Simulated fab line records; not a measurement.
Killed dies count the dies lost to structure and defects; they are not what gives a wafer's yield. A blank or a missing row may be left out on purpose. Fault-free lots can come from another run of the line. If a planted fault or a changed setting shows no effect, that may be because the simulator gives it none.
Lot-split experiment ; flow sky130 ; on a route of 708 steps: 5 lots, 27 wafers read

SPLIT DETAILS
At SKY_METAL2_METAL_ETCH_19 (etches the open film in Cl2/BCl3, stops on SiO2, target depth 360 nm, time 78 s), the setting time s was moved away from the recipe's 78 s on 9 of the 27 wafers read, by -29.2% to +53.2%. All remaining wafers had this setting at the recipe value.

No step appears in the file between the split and the reading.

THE READING
oes product au, in a.u., at SKY_METAL2_STRIP_20 (strips in O2/N2). On this fab line, fault-free wafers typically give 0.342 a.u. with a standard deviation of 0.0046 a.u.

wafer;tool, chamber at the split;time s as run, s;against the recipe;oes product au, a.u.;against lot-mates on the recipe
L076.1;rie metal-03, 0;55.25;-29.2%;0.372;+0.027
L076.2;rie metal-03, 0;78;recipe;0.347;-
L076.3;rie metal-03, 0;78;recipe;0.338;-
L076.4;rie metal-03, 0;78;recipe;0.349;-
L076.5;rie metal-03, 0;55.25;-29.2%;0.374;+0.029
L076.6;rie metal-03, 0;55.25;-29.2%;0.377;+0.032
L078.3;rie metal-01, 0;78;recipe;0.343;-
L078.4;rie metal-01, 1;78;recipe;0.348;-
L078.5;rie metal-01, 1;78;recipe;0.349;-
L079.1;rie metal-04, 1;78;recipe;0.342;-
L079.2;rie metal-04, 0;78;recipe;0.344;-
L079.3;rie metal-04, 0;78;recipe;0.346;-
L079.4;rie metal-04, 1;78;recipe;0.349;-
L079.5;rie metal-04, 0;78;recipe;0.342;-
L079.6;rie metal-04, 1;78;recipe;0.336;-
L084.1;rie metal-03, 0;111.7;+43.2%;0.297;-0.043
L084.2;rie metal-03, 1;111.7;+43.2%;0.286;-0.054
L084.3;rie metal-03, 1;78;recipe;0.342;-
L084.4;rie metal-03, 0;78;recipe;0.338;-
L084.5;rie metal-03, 0;78;recipe;0.341;-
L084.6;rie metal-03, 1;111.7;+43.2%;0.287;-0.053
L083.1;rie metal-04, 1;119.5;+53.2%;0.288;-0.055
L083.2;rie metal-04, 0;119.5;+53.2%;0.281;-0.062
L083.3;rie metal-04, 0;78;recipe;0.338;-
L083.4;rie metal-04, 1;78;recipe;0.350;-
L083.5;rie metal-04, 1;119.5;+53.2%;0.283;-0.060
L083.6;rie metal-04, 0;78;recipe;0.340;-

FIT RESULTS
A straight line over all 27 wafers: oes product au changes by -0.00114 a.u. for each +1% of time s; r = -0.99; the points scatter about the line by 0.0046 a.u.
The same after taking each lot's own level away (the mean of its wafers on the recipe; 27 wafers): -0.0011 a.u. for each +1%; r = -0.99; scatter 0.0041 a.u.
According to that fit, moving time s by its largest amount changes the reading by 0.059 a.u.
The lots' own levels span 0.3403 to 0.3467 a.u., that is 1.4 times the standard deviation above.
Consequently the slope shifts little with the lot-to-lot level, the two slopes agreeing.
Check: -0.0603 a.u. against its lot-mates is what the line predicts for one of the wafers moved furthest among these (+53.2%) when that wafer is left out of the fit. It came out at -0.0547 a.u. against them.

FURTHER SPLITS ON THESE WAFERS
Other splits were also applied to these wafers ahead of the reading. Each is held against what the fit with the lots' levels taken away leaves over:
other split on the same wafers;wafers away from the commonest value;r with oes product au (lot level and that fit taken away)
SKY_FIELD_ISO_CVD_03 time s;12;-0.13
SKY_POLY_GATE_ETCH_17 time s;9;-0.29
SKY_LI_CONTACT_ETCH_14 time s;9;+0.22
SKY_METAL1_SPUTTER_00 time s;6;-0.27
SKY_METAL2_SPUTTER_04 time s;9;-0.02

THE WHOLE CHAIN: every reading that the file lists as answering this split, in the file's order
step;what it does;reading;change (the file's fit);r (the file's)
SKY_METAL2_METAL_ETCH_19;etches the open film in Cl2/BCl3, stops on SiO2, target depth 360 nm, time 78 s;KrF-thick_of_METAL2_COAT_10.thk nm (the simulator's own value, which no gauge read);-2.38 nm for each +1% of the setting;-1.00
SKY_METAL2_METAL_ETCH_19;etches the open film in Cl2/BCl3, stops on SiO2, target depth 360 nm, time 78 s;METAL2.cd nm (the simulator's own value, which no gauge read);-0.273 nm for each +1% of the setting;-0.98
SKY_METAL2_STRIP_20;strips in O2/N2;oes product au;-0.00111 a.u. for each +1% of the setting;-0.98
SKY_METAL2_STRIP_20;strips in O2/N2;strip time to endpoint s;withheld for each +1% of the setting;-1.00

FILE'S OWN FIT
oes product au changes by -0.00111 a.u. for each +1% of time s, r = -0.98.
